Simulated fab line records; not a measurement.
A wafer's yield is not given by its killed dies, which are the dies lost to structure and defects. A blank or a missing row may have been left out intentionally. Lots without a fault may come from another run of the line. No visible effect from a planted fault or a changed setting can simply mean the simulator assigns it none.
Which of the tools did it? | flow gf180mcu | 12 lots, 36 wafers sampled, at 6 steps of a route of 602

== WHAT EACH GAUGE READ, for each wafer ==
GF_HV_LDD_THK_MEAS_57.
lot  | measured     | on            | HV_LDD_CVD_56_THK (nm)
L744 | day 12 13:04 | film_metro-02 | 91.2 90.9 91.3
L745 | day 12 16:01 | film_metro-02 | 89.5 88.9 90.3
L746 | day 13 00:32 | film_metro-04 | 89.5 88.7 88.8
L747 | day 13 11:04 | film_metro-04 | 89.5 88.9 89.6
L748 | day 13 11:50 | film_metro-04 | 90.1 90.3 90.0
L750 | day 14 09:31 | film_metro-04 | 90.4 90.8 90.7
L756 | day 17 02:56 | film_metro-01 | 91.3 90.5 90.5
L757 | day 17 07:16 | film_metro-02 | 89.8 90.3 90.8
L760 | day 18 03:20 | film_metro-04 | 91.4 91.4 90.9
L765 | day 19 13:45 | film_metro-04 | 88.8 89.2 88.4
L766 | day 19 19:45 | film_metro-04 | 90.7 90.5 90.8
L767 | day 20 01:34 | film_metro-04 | 89.9 89.7 89.9

GF_CONTACT_THK_MEAS_03.
lot  | measured     | on            | CONTACT_CVD_02_THK (nm)
L744 | day 15 04:11 | film_metro-02 | 856 866 866
L745 | day 15 08:44 | film_metro-01 | 853 861 858
L746 | day 15 17:21 | film_metro-04 | 830 845 846
L747 | day 16 06:02 | film_metro-04 | 853 866 862
L748 | day 16 06:55 | film_metro-01 | 862 855 877
L750 | day 17 05:51 | film_metro-02 | 842 851 867
L756 | day 20 01:25 | film_metro-02 | 843 1228 855
L757 | day 20 06:32 | film_metro-04 | 824 856 1224
L760 | day 21 02:06 | film_metro-02 | 849 853 846
L765 | day 22 12:28 | film_metro-01 | 852 835 851
L766 | day 22 19:26 | film_metro-02 | 853 863 865
L767 | day 23 00:38 | film_metro-02 | 861 864 867

GF_CONTACT_OVL_MEAS_15.
lot  | measured     | on         | CONTACT_OVL (nm)
L744 | day 16 03:05 | overlay-02 | 3 1 -3
L745 | day 16 07:31 | overlay-01 | 6 3 4
L746 | day 16 17:02 | overlay-02 | 6 6 7
L747 | day 17 05:37 | overlay-02 | 5 1 -2
L748 | day 17 06:34 | overlay-01 | -3 -1 0
L750 | day 18 05:55 | overlay-02 | 4 4 3
L756 | day 21 01:22 | overlay-01 | 0 -8 -6
L757 | day 21 07:05 | overlay-02 | 6 2 4
L760 | day 22 02:02 | overlay-02 | 4 0 0
L765 | day 23 11:47 | overlay-02 | 4 11 4
L766 | day 23 17:55 | overlay-02 | 10 4 8
L767 | day 23 23:16 | overlay-02 | 3 4 1

== WHAT TOOL EACH LOT RAN ON (gives the tool, then ch and the chambers of the sampled wafers, and finally the start) ==
lot  | GF_NSD_STRIP_11                      | GF_CONTACT_CVD_02               | GF_CONTACT_CMP_04
L744 | plasma_asher-02 ch 0,1, day 13 09:07 | pecvd-02 ch 0,1, day 15 04:04   | cmp-02 ch 0,1, day 15 04:14
L745 | plasma_asher-01 ch 0,1, day 13 12:46 | pecvd-02 ch 0,1,2, day 15 08:40 | cmp-02 ch 1,2,3, day 15 08:50
L746 | plasma_asher-04 ch 0,1, day 13 20:28 | pecvd-02 ch 0,2, day 15 17:17   | cmp-01 ch 1,2,3, day 15 17:31
L747 | plasma_asher-04 ch 0, day 14 08:19   | pecvd-03 ch 1,2, day 16 05:57   | cmp-01 ch 0,2, day 16 06:05
L748 | plasma_asher-02 ch 0,1, day 14 08:46 | pecvd-02 ch 1,2, day 16 06:51   | cmp-02 ch 1,2,3, day 16 06:59
L750 | plasma_asher-01 ch 0,1, day 15 07:28 | pecvd-04 ch 0,2, day 17 05:47   | cmp-01 ch 0,2,3, day 17 05:59
L756 | plasma_asher-01 ch 0,1, day 18 02:28 | pecvd-02 ch 0,1, day 20 01:19   | cmp-02 ch 0,1, day 20 01:32
L757 | plasma_asher-02 ch 0,1, day 18 07:13 | pecvd-02 ch 0,1, day 20 06:26   | cmp-02 ch 0,2,3, day 20 06:35
L760 | plasma_asher-02 ch 0,1, day 19 02:06 | pecvd-04 ch 0,1,2, day 21 02:02 | cmp-01 ch 0,2,3, day 21 02:10
L765 | plasma_asher-02 ch 0,1, day 20 12:40 | pecvd-02 ch 0,1, day 22 12:23   | cmp-02 ch 0,1,2, day 22 12:35
L766 | plasma_asher-04 ch 0,1, day 20 18:48 | pecvd-02 ch 1,2, day 22 19:21   | cmp-01 ch 1,2,3, day 22 19:35
L767 | plasma_asher-02 ch 1, day 21 01:03   | pecvd-03 ch 0,1,2, day 23 00:34 | cmp-01 ch 0,2, day 23 00:44
- GF_NSD_STRIP_11: strips in O2/N2.
- GF_CONTACT_CVD_02: deposits SiO2 from TEOS, target thk 860 nm, time 95.992 s.
- GF_CONTACT_CMP_04: polishes SiO2.

== WHAT THE TOOLS THEMSELVES READ (means of the sampled wafers that have a number; where no wafer has one, the mark that the record gives instead) ==
GF_NSD_STRIP_11.
lot  | tool            | drypump_motor_current_A (A) | heater_power_w (W) | oes_product_au (a.u.) | platen_temp_c (C) | strip_time_to_endpoint_s (s)
L744 | plasma_asher-02 | 5.8                         | 320                | 0.486                 | 249.88            | 22.978
L745 | plasma_asher-01 | 6.2                         | 313                | 0.489                 | 250.07            | 22.955
L746 | plasma_asher-04 | 6.1                         | 273                | 0.488                 | 249.88            | 22.962
L747 | plasma_asher-04 | 6.0                         | 287                | 0.491                 | 250.05            | 22.954
L748 | plasma_asher-02 | 5.7                         | 317                | 0.481                 | 249.90            | 22.944
L750 | plasma_asher-01 | 6.2                         | 316                | 0.488                 | 250.15            | 22.935
L756 | plasma_asher-01 | 6.3                         | 317                | 0.494                 | 249.99            | 22.952
L757 | plasma_asher-02 | 5.8                         | 323                | 0.487                 | 249.93            | 22.979
L760 | plasma_asher-02 | 5.8                         | 316                | 0.488                 | 250.11            | 22.976
L765 | plasma_asher-02 | 6.0                         | 316                | 0.487                 | 250.13            | 22.973
L766 | plasma_asher-04 | 6.1                         | 276                | 0.491                 | 250.00            | 23.015
L767 | plasma_asher-02 | 5.5                         | 321                | 0.483                 | 249.91            | 22.954

GF_CONTACT_CVD_02.
lot  | tool     | heater_power_w (W)
L744 | pecvd-02 | 721
L745 | pecvd-02 | 694
L746 | pecvd-02 | 679
L747 | pecvd-03 | 498
L748 | pecvd-02 | 729
L750 | pecvd-04 | 729
L756 | pecvd-02 | 741
L757 | pecvd-02 | 753
L760 | pecvd-04 | 652
L765 | pecvd-02 | 722
L766 | pecvd-02 | 744
L767 | pecvd-03 | 628

GF_CONTACT_CMP_04.
lot  | tool   | motor_current_A (A) | time_to_endpoint_s (s)
L744 | cmp-02 | 11.3                | 116
L745 | cmp-02 | 12.6                | 110
L746 | cmp-01 | 12.6                | 104
L747 | cmp-01 | 12.2                | 110
L748 | cmp-02 | 12.7                | 117
L750 | cmp-01 | 12.2                | 107
L756 | cmp-02 | 10.6                | 155
L757 | cmp-02 | 13.1                | 151
L760 | cmp-01 | 11.9                | 112
L765 | cmp-02 | 11.1                | 109
L766 | cmp-01 | 12.4                | 109
L767 | cmp-01 | 12.1                | 109

== THE ANSWER, worked out from the rows above alone ==
Rule: the usual values come from the lots themselves. Put in order of their means at a reading, lots are off if they are a third of the lots or fewer, leave a main group of 4 or more, and stand apart from it by a gap of 3 or more times the standard deviation of the main group's means; of several such gaps the widest counts. Not used: any main group whose means are identical at the precision the tables above print for the reading. Also off: a lot with no number at a reading for which 4 or more lots have one. Any other lot the step has rows for is counted as sound. First the gauges in route order, then the tools' own readings, where a lot's mean is used as printed above. At the first step where some lot is off, the reading lying furthest off is the one used; lots without a number count as furthest.
Off: at GF_CONTACT_THK_MEAS_03 (CONTACT_CVD_02_THK), L756, L757. Main group: mean 856 nm, sd 7.9.
If a tool, at a process step before that reading, ran all the lots that are off and no sound lot after the first of them, it fits. Not tried: the gauges at GF_CONTACT_THK_MEAS_03; whatever is off there is also off at GF_CONTACT_CMP_04, on other tools, and gauge error can't account for it. None of those tried fits.

== WHAT WAS PUT IN BY THE SIMULATOR ==
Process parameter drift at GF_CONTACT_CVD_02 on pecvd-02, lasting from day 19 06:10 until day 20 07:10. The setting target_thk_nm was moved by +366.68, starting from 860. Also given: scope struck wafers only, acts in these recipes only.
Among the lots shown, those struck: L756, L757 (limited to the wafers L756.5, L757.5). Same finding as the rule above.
